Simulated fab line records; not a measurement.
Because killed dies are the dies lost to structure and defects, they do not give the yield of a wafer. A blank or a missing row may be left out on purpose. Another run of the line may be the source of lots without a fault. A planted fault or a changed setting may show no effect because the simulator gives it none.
Struck lot and sound lot, side by side	flow sky130	16 steps out of a route of 708
Sound: the wafers L533.3, L533.5, L533.6. Wafers L541.1, L541.2, L541.4 were the ones struck. At the end, the cause is stated.
Per side, at each step with rows, come the tool, then ch with its chambers, and then its first start. Under that, the readings that differ: sound wafers	struck wafers	difference of the means	sigmas: that difference in standard deviations of wafers without a fault.
alike: readings with means less than 2 such deviations apart, plus words and numbers identical on both sides. not compared: withheld readings, readings lacking a value on some wafer, bounds such as >300 that could conceal the same value, and numbers that have no deviation in the record and whose values overlap.
The two part at a step that has a row with sigmas, a row that says differs or no value, or rows on one side only. When numbers do not overlap yet have no deviation, they are printed without sigmas and do not part them. Lack of a reading on every wafer of one side parts them only where that side has two or more wafers.

first, 5 steps without rows for these wafers: SKY_SONOS_TUNNEL_COAT_02 (resist thk 1140 nm); SKY_SONOS_TUNNEL_SOFTBAKE_03 (time 60 s); SKY_SONOS_TUNNEL_EXPOSE_04 (exposes mask TUNM, target cd 410 nm); SKY_SONOS_TUNNEL_PEB_05; SKY_SONOS_TUNNEL_DEVELOP_06 (develop time 60 s).
SKY_SONOS_TUNNEL_CD_MEAS_07: target cd 410 nm.
  sound on cd-sem-01, day 13 00:19; struck on cd-sem-01, day 15 12:20
  alike: cd-nm
SKY_SONOS_TUNNEL_OVL_MEAS_08:
  sound on overlay-01, day 13 00:25; struck on overlay-02, day 15 12:27
  alike: SONOS_TUNNEL_OVL
then, 3 steps without rows for these wafers: SKY_SONOS_TUNNEL_IMPLANT_09; SKY_SONOS_TUNNEL_WET_ETCH_10 (etches SiO2 in dHF, target depth 14 nm, time 280 s); SKY_SONOS_TUNNEL_STRIP_11 (strips in SPM, time 600 s).
SKY_SONOS_TUNNEL_TW_MEAS_12:
  sound on film-metro-04, day 13 00:52; struck on film-metro-04, day 15 12:54
  alike: SONOS_TUNNEL_TW
then, 1 step without rows for these wafers: SKY_SONOS_TUNNEL_CLEAN_13 (cleans in dHF, time 20 s).
SKY_SONOS_ONO_OXIDATION_00: stabilise 600 s, purge 300 s, target thk 2.6 nm.
  sound on furnace-01 ch 0, day 13 01:26; struck on furnace-01 ch 0, day 15 13:01
reading	sound	struck	difference	sigmas
spike-tc-bottom-C (C)	820.4 820.2 821.2	831.5 832.5 830.4	+10.9	+9
spike-tc-centre-C (C)	800.8 801.7 799.3	811.0 809.8 810.3	+9.8	+9
spike-tc-lower-C (C)	803.1 800.6 800.9	810.0 811.8 811.3	+9.5	+10
spike-tc-top-C (C)	809.6 812.5 809.7	823.4 820.1 821.5	+11.1	+11
spike-tc-upper-C (C)	800.8 801.3 800.7	811.7 812.7 809.8	+10.5	+11
tube-center-temp-C (C)	800 800.19 799.97	810.12 810.14 810.08	+10.06	+99 or more
tube_center_temp_C_max	802.7 801.8 801.9	811.9 812.3 811.8	+9.9	+31
model.SiO2_of_SONOS_ONO_OXIDATION_00.thk-nm (nm)	2.579 2.553 2.595	2.952 2.947 2.977	+0.383	
  alike: zone-power-top-pct
SKY_SONOS_ONO_THK_MEAS_01:
  sound on film-metro-04, day 13 02:48; struck on film-metro-03, day 15 14:22
reading	sound	struck	difference	sigmas
SONOS_ONO_OXIDATION_THK (nm)	2.51 2.59 2.58	2.93 2.92 2.97	+0.38	+8
then, 1 step without rows for these wafers: SKY_SONOS_ONO_CVD_02 (deposits Si3N4 from DCS/NH3, target thk 10.5 nm, time 180 s).
-- a jump in the record: the struck wafers' starts before and after are 33 days apart (it breaks off in module SONOS_ONO and resumes in module PAD_OPEN, where the first step shown is number 708 of the route) --
SKY_PAD_OPEN_PROBE_99:
  sound on prober-01, day 47 01:46; struck on prober-01, day 48 22:25
reading	sound	struck	difference	sigmas
model.etest.sonos-erased.drive-ua-um	177.6 183.4 213.1	155.9 151.3 132.9	-44.7	
model.etest.cap-ono.gate-log10-a-cm2	-7.658 -7.753 -7.935	-8.342 -8.245 -8.325	-0.522	
model.etest.cap-ono.tox-acc-nm (nm)	12.65 12.8 12.85	13.16 13.16 13.2	+0.41	
model.etest.sonos-erased.vt-v (V)	-2.359 -2.337 -2.323	-1.96 -1.966 -1.895	+0.40	
model.etest.sonos-programmed.vt-v (V)	1.565 1.514 1.467	1.368 1.389 1.4	-0.130	
model.etest.sonos-baked.vt-less-v (V)	-0.5579 -0.5339 -0.526	-0.3435 -0.3914 -0.4152	+0.1559	
  alike: killed_at_M0_to_M3, killed_at_M4_up, killed-at-contacts, killed-at-front-end, killed-at-other, killed-dies, killed-open, killed-short

## WHERE THEY PART
Last at SKY_SONOS_ONO_THK_MEAS_01 as far as this record goes, first at SKY_SONOS_ONO_OXIDATION_00. Later steps at which nothing parts them and some readings are alike: SKY_PAD_OPEN_PROBE_99.

WHY: what the simulator had put in
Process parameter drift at SKY_SONOS_ONO_OXIDATION_00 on furnace-01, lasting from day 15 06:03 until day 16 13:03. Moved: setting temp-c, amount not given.
